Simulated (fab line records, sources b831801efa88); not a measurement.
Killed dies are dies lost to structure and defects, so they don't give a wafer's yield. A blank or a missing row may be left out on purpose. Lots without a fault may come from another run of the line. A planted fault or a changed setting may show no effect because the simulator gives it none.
A sampling plan put to the test | flow sky130 | one fab line, 54 faults that these records tell of, each judged on the records of the lots that it struck
The plan is the line's own looks: the steps of the route at which a gauge or an inspection reads the wafer and doesn't change it. A look can be judged if struck wafers have a number there and the file gives its usual mean and standard deviation on fault-free wafers. Caught: at a look after the fault's first step, the mean of the struck wafers lies 4 or more of those standard deviations (sigma) from the usual mean. On the tool: the same test on the tool's own readings at the fault's steps. Another recipe on the struck wafers, or a record that is blank for them alone, also counts as caught.

THE FAULTS, as the simulator had put them in
1. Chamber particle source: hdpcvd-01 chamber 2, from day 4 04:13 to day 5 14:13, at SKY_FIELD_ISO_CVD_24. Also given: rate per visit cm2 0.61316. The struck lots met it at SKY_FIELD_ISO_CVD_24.
2. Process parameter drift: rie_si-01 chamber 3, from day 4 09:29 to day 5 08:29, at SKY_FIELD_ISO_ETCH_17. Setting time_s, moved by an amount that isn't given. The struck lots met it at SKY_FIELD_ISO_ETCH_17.
3. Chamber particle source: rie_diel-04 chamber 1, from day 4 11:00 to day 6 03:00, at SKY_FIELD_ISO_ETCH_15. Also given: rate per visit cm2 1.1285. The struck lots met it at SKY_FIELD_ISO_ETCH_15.
4. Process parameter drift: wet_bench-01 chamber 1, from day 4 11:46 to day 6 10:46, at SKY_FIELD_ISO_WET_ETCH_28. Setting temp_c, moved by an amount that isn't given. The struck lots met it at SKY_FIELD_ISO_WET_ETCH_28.
5. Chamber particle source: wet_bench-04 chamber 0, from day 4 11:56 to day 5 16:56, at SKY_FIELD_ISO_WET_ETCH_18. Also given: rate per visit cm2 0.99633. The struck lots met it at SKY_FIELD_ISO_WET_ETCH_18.
6. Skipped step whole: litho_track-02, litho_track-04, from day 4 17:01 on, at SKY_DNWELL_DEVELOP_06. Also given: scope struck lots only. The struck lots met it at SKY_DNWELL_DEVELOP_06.
7. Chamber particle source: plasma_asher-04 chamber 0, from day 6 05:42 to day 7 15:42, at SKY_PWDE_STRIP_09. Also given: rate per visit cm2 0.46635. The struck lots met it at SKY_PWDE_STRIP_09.
8. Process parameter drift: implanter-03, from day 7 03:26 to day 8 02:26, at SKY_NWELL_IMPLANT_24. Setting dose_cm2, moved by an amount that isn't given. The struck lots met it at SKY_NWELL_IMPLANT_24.
9. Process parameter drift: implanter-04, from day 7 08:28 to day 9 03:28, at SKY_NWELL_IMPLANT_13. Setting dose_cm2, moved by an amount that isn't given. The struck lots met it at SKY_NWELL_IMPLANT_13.
10. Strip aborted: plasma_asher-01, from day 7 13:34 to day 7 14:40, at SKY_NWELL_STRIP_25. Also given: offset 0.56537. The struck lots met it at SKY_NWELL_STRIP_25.
11. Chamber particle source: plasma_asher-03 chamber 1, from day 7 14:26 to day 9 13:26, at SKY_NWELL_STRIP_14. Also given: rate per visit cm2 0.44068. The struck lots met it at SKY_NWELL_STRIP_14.
12. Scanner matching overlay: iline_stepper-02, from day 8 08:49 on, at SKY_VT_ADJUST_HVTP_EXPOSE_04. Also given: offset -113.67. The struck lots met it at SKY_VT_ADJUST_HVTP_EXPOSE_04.
13. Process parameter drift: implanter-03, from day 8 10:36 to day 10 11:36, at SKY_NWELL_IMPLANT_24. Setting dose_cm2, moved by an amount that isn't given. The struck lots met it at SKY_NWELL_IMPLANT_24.
14. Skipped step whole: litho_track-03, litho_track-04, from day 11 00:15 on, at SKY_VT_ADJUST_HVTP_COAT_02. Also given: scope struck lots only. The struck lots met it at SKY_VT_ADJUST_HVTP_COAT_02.
15. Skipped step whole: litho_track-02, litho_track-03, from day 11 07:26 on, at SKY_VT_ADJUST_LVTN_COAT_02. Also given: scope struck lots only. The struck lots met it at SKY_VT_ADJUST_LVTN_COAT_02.
16. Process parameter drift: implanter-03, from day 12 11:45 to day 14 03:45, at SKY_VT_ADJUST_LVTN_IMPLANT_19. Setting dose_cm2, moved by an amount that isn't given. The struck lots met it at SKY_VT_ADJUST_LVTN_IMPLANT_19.
17. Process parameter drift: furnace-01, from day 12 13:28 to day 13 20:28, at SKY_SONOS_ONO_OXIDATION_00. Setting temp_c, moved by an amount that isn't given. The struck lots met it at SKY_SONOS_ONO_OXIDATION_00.
18. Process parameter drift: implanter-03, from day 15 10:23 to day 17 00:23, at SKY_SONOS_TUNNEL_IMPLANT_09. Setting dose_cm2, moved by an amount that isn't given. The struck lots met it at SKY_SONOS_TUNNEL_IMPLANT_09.
19. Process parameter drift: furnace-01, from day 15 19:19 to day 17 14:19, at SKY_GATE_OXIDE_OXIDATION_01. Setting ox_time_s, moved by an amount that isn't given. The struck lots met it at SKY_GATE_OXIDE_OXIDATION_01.
20. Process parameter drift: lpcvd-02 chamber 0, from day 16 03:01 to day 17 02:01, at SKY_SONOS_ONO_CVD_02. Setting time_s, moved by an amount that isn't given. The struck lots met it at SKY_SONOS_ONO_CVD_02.
21. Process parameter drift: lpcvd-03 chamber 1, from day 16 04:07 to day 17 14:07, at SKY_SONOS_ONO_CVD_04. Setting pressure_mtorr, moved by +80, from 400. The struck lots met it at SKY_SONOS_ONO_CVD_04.
22. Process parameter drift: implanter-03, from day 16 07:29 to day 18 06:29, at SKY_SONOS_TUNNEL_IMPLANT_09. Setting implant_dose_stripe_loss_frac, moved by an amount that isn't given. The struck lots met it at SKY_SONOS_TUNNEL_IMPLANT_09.
23. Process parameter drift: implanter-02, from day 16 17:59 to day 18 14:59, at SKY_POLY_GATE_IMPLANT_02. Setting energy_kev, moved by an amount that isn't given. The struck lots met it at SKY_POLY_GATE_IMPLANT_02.
24. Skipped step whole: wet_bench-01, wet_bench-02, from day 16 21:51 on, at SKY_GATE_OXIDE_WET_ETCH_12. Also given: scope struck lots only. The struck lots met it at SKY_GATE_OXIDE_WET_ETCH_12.
25. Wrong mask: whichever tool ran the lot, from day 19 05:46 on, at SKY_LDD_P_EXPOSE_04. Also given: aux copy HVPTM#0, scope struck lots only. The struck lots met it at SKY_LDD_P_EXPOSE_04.
26. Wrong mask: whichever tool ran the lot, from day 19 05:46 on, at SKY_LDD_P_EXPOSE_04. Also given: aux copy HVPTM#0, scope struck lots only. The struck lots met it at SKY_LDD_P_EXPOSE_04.
27. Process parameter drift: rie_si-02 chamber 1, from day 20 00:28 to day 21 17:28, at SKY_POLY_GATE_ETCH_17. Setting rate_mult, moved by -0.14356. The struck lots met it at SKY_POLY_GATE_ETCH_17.
28. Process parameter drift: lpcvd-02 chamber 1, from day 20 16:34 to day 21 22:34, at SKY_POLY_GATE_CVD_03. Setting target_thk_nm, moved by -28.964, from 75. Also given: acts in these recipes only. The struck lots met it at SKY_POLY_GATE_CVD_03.
29. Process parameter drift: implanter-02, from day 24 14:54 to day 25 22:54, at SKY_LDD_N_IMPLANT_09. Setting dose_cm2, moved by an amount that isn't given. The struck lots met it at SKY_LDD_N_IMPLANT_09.
30. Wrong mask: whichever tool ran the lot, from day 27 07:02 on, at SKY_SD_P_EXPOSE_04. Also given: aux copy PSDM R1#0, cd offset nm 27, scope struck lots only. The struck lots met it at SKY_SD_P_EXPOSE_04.
31. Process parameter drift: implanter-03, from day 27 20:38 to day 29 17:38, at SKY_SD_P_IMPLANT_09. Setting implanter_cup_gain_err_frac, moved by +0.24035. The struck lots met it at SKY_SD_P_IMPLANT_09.
32. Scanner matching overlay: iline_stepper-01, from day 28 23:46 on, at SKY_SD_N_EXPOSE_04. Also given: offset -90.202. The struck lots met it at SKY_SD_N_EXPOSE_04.
33. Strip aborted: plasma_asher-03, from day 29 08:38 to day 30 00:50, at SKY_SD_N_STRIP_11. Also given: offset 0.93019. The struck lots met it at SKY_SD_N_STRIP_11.
34. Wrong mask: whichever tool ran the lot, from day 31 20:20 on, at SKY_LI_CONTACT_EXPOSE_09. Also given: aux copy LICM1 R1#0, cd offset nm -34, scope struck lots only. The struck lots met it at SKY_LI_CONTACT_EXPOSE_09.
35. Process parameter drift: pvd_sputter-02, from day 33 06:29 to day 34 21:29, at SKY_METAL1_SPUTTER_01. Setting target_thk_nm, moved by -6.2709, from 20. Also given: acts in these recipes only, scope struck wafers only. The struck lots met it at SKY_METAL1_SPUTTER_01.
36. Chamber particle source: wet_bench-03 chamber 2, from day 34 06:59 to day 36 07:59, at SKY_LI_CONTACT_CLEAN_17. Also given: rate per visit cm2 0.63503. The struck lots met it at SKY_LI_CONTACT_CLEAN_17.
37. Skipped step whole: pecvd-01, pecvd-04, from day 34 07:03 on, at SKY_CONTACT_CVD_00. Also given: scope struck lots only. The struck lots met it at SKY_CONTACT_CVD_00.
38. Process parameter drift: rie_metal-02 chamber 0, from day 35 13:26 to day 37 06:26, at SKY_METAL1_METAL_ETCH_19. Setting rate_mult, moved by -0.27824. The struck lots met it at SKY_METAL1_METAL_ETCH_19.
39. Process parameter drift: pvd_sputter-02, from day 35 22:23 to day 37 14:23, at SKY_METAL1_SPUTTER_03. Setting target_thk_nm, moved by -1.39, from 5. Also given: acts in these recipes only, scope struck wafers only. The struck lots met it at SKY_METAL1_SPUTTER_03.
40. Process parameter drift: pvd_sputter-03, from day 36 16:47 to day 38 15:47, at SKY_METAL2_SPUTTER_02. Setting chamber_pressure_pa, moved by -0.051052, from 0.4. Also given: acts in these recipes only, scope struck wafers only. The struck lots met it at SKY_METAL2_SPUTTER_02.
41. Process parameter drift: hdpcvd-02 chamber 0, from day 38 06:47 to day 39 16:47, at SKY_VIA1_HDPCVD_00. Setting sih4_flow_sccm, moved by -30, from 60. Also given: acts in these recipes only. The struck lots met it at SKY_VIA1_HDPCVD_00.
42. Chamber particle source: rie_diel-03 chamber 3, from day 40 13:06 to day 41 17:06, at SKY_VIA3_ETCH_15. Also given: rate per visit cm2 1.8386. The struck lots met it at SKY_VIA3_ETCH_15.
43. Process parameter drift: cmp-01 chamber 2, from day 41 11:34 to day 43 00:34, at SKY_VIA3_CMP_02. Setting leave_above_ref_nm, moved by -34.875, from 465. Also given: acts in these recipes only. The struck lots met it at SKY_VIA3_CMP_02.
44. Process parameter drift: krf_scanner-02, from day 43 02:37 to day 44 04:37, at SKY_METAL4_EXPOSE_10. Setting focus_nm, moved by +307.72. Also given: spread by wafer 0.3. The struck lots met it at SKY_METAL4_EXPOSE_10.
45. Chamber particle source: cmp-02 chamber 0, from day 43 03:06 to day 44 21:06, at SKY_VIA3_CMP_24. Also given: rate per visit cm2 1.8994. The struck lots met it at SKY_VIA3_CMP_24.
46. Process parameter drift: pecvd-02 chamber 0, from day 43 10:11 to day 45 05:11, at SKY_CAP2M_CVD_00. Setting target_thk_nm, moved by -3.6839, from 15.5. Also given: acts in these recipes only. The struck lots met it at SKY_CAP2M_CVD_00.
47. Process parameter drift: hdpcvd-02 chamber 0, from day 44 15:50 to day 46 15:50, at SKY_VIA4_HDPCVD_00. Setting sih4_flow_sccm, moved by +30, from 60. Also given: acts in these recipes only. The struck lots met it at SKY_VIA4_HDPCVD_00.
48. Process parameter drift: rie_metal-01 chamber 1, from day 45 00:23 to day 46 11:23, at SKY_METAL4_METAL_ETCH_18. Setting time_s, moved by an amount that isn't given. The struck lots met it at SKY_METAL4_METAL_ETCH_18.
49. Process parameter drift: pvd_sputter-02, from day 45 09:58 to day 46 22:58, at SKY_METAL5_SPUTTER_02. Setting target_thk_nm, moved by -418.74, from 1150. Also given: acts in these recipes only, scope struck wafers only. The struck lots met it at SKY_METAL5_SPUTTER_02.
50. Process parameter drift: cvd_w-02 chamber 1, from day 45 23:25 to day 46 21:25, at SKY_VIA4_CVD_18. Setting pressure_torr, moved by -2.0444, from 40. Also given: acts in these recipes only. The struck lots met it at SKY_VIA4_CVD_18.
51. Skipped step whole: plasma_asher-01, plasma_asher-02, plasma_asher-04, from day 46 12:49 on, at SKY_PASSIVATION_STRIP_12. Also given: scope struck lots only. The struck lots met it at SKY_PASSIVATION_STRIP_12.
52. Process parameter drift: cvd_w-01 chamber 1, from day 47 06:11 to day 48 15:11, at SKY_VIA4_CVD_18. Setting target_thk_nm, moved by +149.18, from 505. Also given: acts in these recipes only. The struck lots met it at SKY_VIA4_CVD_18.
53. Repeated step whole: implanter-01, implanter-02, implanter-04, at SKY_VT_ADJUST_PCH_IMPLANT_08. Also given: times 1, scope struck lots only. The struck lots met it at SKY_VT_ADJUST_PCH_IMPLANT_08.
54. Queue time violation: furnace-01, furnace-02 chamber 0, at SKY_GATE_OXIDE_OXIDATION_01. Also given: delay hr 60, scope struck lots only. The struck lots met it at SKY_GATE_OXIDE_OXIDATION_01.

WHAT THE PLAN SAW
fault | on the tool itself                               | first look that catches it                      | reading, sigma                                                        | median hours from its first step to that look | hours from the fault's start to the first struck lot there | judged looks passed uncaught
1     | under 2 sigma                                    | no look after it can be judged                  | -                                                                     | -                                             | -                                                          | 0
2     | run_length_s -23 sigma                           | no look after it can be judged                  | -                                                                     | -                                             | -                                                          | 0
3     | under 2 sigma                                    | none of the 2 looks that can be judged after it | -                                                                     | -                                             | -                                                          | 2
4     | temp_c +99 or beyond sigma                       | none of the 4 looks that can be judged after it | -                                                                     | -                                             | -                                                          | 4
5     | under 2 sigma                                    | not the one look that can be judged after it    | -                                                                     | -                                             | -                                                          | 1
6     | the tool's record is blank for the struck wafers | SKY_DNWELL_TW_MEAS_09                           | DNWELL_TW -99 or beyond                                               | 0.7                                           | 2                                                          | 0
7     | under 2 sigma                                    | no look after it can be judged                  | -                                                                     | -                                             | -                                                          | 0
8     | dose_ions_cm2 +99 or beyond sigma                | SKY_NWELL_TW_MEAS_26                            | NWELL_2_TW +7.2                                                       | 0.2                                           | 5                                                          | 0
9     | dose_ions_cm2 -99 or beyond sigma                | SKY_NWELL_RS_MEAS_29                            | NWELL_RS +9.9                                                         | 21.1                                          | 30                                                         | 0
10    | oes_product_au +47 sigma                         | SKY_VT_ADJUST_HVTP_TW_MEAS_11                   | VT_ADJUST_HVTP_TW -99 or beyond                                       | 20.5                                          | 21                                                         | 0
11    | under 2 sigma                                    | no look after it can be judged                  | -                                                                     | -                                             | -                                                          | 0
12    | no reading that can be judged                    | SKY_VT_ADJUST_HVTP_OVL_MEAS_08                  | VT_ADJUST_HVTP_OVL -88                                                | 10.6                                          | 13                                                         | 0
13    | dose_ions_cm2 +99 or beyond sigma                | SKY_NWELL_TW_MEAS_26                            | NWELL_2_TW +99 or beyond                                              | 0.2                                           | 4                                                          | 0
14    | the tool's record is blank for the struck wafers | SKY_VT_ADJUST_LVTN_TW_MEAS_10                   | VT_ADJUST_LVTN_TW +99 or beyond                                       | 36.1                                          | 40                                                         | 0
15    | the tool's record is blank for the struck wafers | SKY_VT_ADJUST_LVTN_TW_MEAS_21                   | VT_ADJUST_LVTN_2_TW +86                                               | 38.1                                          | 51                                                         | 0
16    | dose_ions_cm2 -99 or beyond sigma                | SKY_VT_ADJUST_LVTN_TW_MEAS_21                   | VT_ADJUST_LVTN_2_TW -21                                               | 0.2                                           | 22                                                         | 0
17    | tube_center_temp_C +86 sigma                     | none of the 2 looks that can be judged after it | strongest: SONOS_ONO_OXIDATION_THK at SKY_SONOS_ONO_THK_MEAS_01, +2.8 | -                                             | -                                                          | 2
18    | dose_ions_cm2 -99 or beyond sigma                | SKY_SONOS_TUNNEL_TW_MEAS_12                     | SONOS_TUNNEL_TW -51                                                   | 0.4                                           | 11                                                         | 0
19    | under 2 sigma                                    | SKY_GATE_OXIDE_THK_MEAS_02                      | GATE_OXIDE_OXIDATION_00_THK +6.0                                      | 1.4                                           | 19                                                         | 0
20    | no reading that can be judged                    | SKY_SONOS_ONO_THK_MEAS_03                       | SONOS_ONO_CVD_02_THK -4.4                                             | 1.1                                           | 4                                                          | 0
21    | pressure_mtorr +99 or beyond sigma               | SKY_SONOS_ONO_THK_MEAS_05                       | SONOS_ONO_CVD_04_THK +4.4                                             | 1.3                                           | 18                                                         | 0
22    | under 2 sigma                                    | none of the 7 looks that can be judged after it | strongest: SONOS_TUNNEL_TW at SKY_SONOS_TUNNEL_TW_MEAS_12, -2.9       | -                                             | -                                                          | 7
23    | beam_energy_keV +70 sigma                        | not the one look that can be judged after it    | -                                                                     | -                                             | -                                                          | 1
24    | the tool's record is blank for the struck wafers | no look after it can be judged                  | -                                                                     | -                                             | -                                                          | 0
25    | under 2 sigma                                    | SKY_LDD_P_TW_MEAS_11                            | LDD_P_TW -99 or beyond                                                | 14.8                                          | 21                                                         | 0
26    | no reading that can be judged                    | SKY_LDD_P_TW_MEAS_11                            | LDD_P_TW -99 or beyond                                                | 14.8                                          | 21                                                         | 0
27    | oes_product_au -12 sigma                         | no look after it can be judged                  | -                                                                     | -                                             | -                                                          | 0
28    | under 2 sigma                                    | SKY_POLY_GATE_THK_MEAS_04                       | POLY_GATE_CVD_03_THK -40                                              | 1.4                                           | 16                                                         | 0
29    | dose_ions_cm2 +99 or beyond sigma                | SKY_LDD_N_TW_MEAS_17                            | LDD_N_TW +7.6                                                         | 1.1                                           | 17                                                         | 0
30    | under 2 sigma                                    | SKY_SD_P_CD_MEAS_07                             | cd_nm +9.2                                                            | 12.5                                          | 15                                                         | 0
31    | faraday_current_uA +5.6 sigma                    | SKY_SD_P_TW_MEAS_11                             | SD_P_TW -10                                                           | 0.2                                           | 1                                                          | 0
32    | under 2 sigma                                    | SKY_SD_N_OVL_MEAS_08                            | SD_N_OVL -69                                                          | 15.0                                          | 25                                                         | 0
33    | oes_product_au -46 sigma                         | no look after it can be judged                  | -                                                                     | -                                             | -                                                          | 0
34    | no reading that can be judged                    | SKY_LI_CONTACT_CD_MEAS_12                       | cd_nm -25                                                             | 15.3                                          | 17                                                         | 0
35    | under 2 sigma                                    | no look after it can be judged                  | -                                                                     | -                                             | -                                                          | 0
36    | no reading that can be judged                    | none of the 3 looks that can be judged after it | -                                                                     | -                                             | -                                                          | 3
37    | the tool's record is blank for the struck wafers | no look after it can be judged                  | -                                                                     | -                                             | -                                                          | 0
38    | only faintly: oes_product_au -3.4 sigma          | no look after it can be judged                  | -                                                                     | -                                             | -                                                          | 0
39    | under 2 sigma                                    | no look after it can be judged                  | -                                                                     | -                                             | -                                                          | 0
40    | chamber_pressure_pa -59 sigma                    | not the one look that can be judged after it    | strongest: METAL2_ALCU_RS at SKY_METAL2_RS_MEAS_05, -3.2              | -                                             | -                                                          | 1
41    | sih4_flow_sccm -99 or beyond sigma               | SKY_VIA1_THK_MEAS_01                            | VIA1_HDPCVD_THK -54                                                   | 0.2                                           | 1                                                          | 0
42    | under 2 sigma                                    | not the one look that can be judged after it    | -                                                                     | -                                             | -                                                          | 1
43    | under 2 sigma                                    | not the one look that can be judged after it    | -                                                                     | -                                             | -                                                          | 1
44    | exposure_dose_mJ_cm2 -44 sigma                   | SKY_METAL4_CD_MEAS_13                           | cd_nm -15                                                             | 11.5                                          | 27                                                         | 0
45    | under 2 sigma                                    | no look after it can be judged                  | -                                                                     | -                                             | -                                                          | 0
46    | under 2 sigma                                    | SKY_CAP2M_THK_MEAS_01                           | CAP2M_CVD_00_THK -17                                                  | 0.0                                           | 10                                                         | 0
47    | sih4_flow_sccm +99 or beyond sigma               | SKY_VIA4_THK_MEAS_01                            | VIA4_HDPCVD_THK +57                                                   | 0.2                                           | 1                                                          | 0
48    | run_length_s -24 sigma                           | no look after it can be judged                  | -                                                                     | -                                             | -                                                          | 0
49    | under 2 sigma                                    | SKY_METAL5_RS_MEAS_05                           | METAL5_ALCU_RS +62                                                    | 0.1                                           | 5                                                          | 0
50    | chamber_pressure_Torr -22 sigma                  | not the one look that can be judged after it    | strongest: VIA4_W_RS at SKY_VIA4_RS_MEAS_19, +3.4                     | -                                             | -                                                          | 1
51    | the tool's record is blank for the struck wafers | no look after it can be judged                  | -                                                                     | -                                             | -                                                          | 0
52    | only faintly: heater_power_w +2.3 sigma          | SKY_VIA4_RS_MEAS_19                             | VIA4_W_RS -24                                                         | 0.2                                           | 2                                                          | 0
53    | no reading that can be judged                    | SKY_VT_ADJUST_PCH_TW_MEAS_10                    | VT_ADJUST_PCH_TW +45                                                  | 0.5                                           | -                                                          | 0
54    | under 2 sigma                                    | not the one look that can be judged after it    | -                                                                     | -                                             | -                                                          | 1
A dash: the fault isn't caught, or these records don't give the number.

Caught at a look: 28 of 54. Caught on the tool: 27 of 54. By one or the other: 40 of 54.
Caught on the tool alone: faults 2, 4, 17, 23, 24, 27, 33, 37, 40, 48, 50, 51.
Caught at a look alone: faults 12, 19, 20, 25, 26, 28, 30, 32, 34, 46, 49, 52, 53.
Caught by neither: faults 1, 3, 5, 7, 11, 22, 35, 36, 38, 39, 42, 43, 45, 54.

THINNER SAMPLING
If the look that catches a fault measured only every second or every third lot, by lot number, the first struck lot would be measured this late in the worst case:
fault | struck lots at that look, in order of time | every lot | every second lot | every third lot
6     | L517, L518, L519                           | 2 h       | 8 h              | 14 h
8     | L192, L194                                 | 5 h       | may miss all 2   | may miss all 2
9     | L511, L512                                 | 30 h      | 34 h             | may miss all 2
10    | L907                                       | 21 h      | may miss it      | may miss it
12    | L431, L432, L438                           | 13 h      | 20 h             | may miss all 3
13    | L383, L385                                 | 4 h       | may miss all 2   | may miss all 2
14    | L857, L856                                 | 40 h      | 40 h             | may miss all 2
15    | L453, L455, L454                           | 51 h      | 59 h             | 59 h
16    | L392, L393                                 | 22 h      | 31 h             | may miss all 2
18    | L995, L997                                 | 11 h      | may miss all 2   | may miss all 2
19    | L166, L167                                 | 19 h      | 24 h             | may miss all 2
20    | L888, L889                                 | 4 h       | 18 h             | may miss all 2
21    | L789                                       | 18 h      | may miss it      | may miss it
25    | L431                                       | 21 h      | may miss it      | may miss it
26    | L659                                       | 21 h      | may miss it      | may miss it
28    | L287, L289                                 | 16 h      | may miss all 2   | may miss all 2
29    | L419, L420                                 | 17 h      | 21 h             | may miss all 2
30    | L113                                       | 15 h      | may miss it      | may miss it
31    | L117, L121                                 | 1 h       | may miss all 2   | may miss all 2
32    | L961, L965, L966, L968                     | 25 h      | 56 h             | 56 h
34    | L849                                       | 17 h      | may miss it      | may miss it
41    | L388, L391                                 | 1 h       | 31 h             | may miss all 2
44    | L523, L525                                 | 27 h      | may miss all 2   | may miss all 2
46    | L720, L722                                 | 10 h      | may miss all 2   | may miss all 2
47    | L790, L791, L795                           | 1 h       | 7 h              | 47 h
49    | L641, L644                                 | 5 h       | 17 h             | may miss all 2
52    | L294, L299                                 | 2 h       | 28 h             | may miss all 2
Hours are from the fault's start to the first struck lot that is measured. The limit of 4 sigma was tested on all struck wafers together, so one lot alone may lie under it. Other struck lots may not be in these records.

THE LONGEST TIMED WAY FROM STEP TO LOOK
Fault 15: a median of 38.1 hours passes between SKY_VT_ADJUST_LVTN_COAT_02 and SKY_VT_ADJUST_LVTN_TW_MEAS_21. No look between them can be judged.
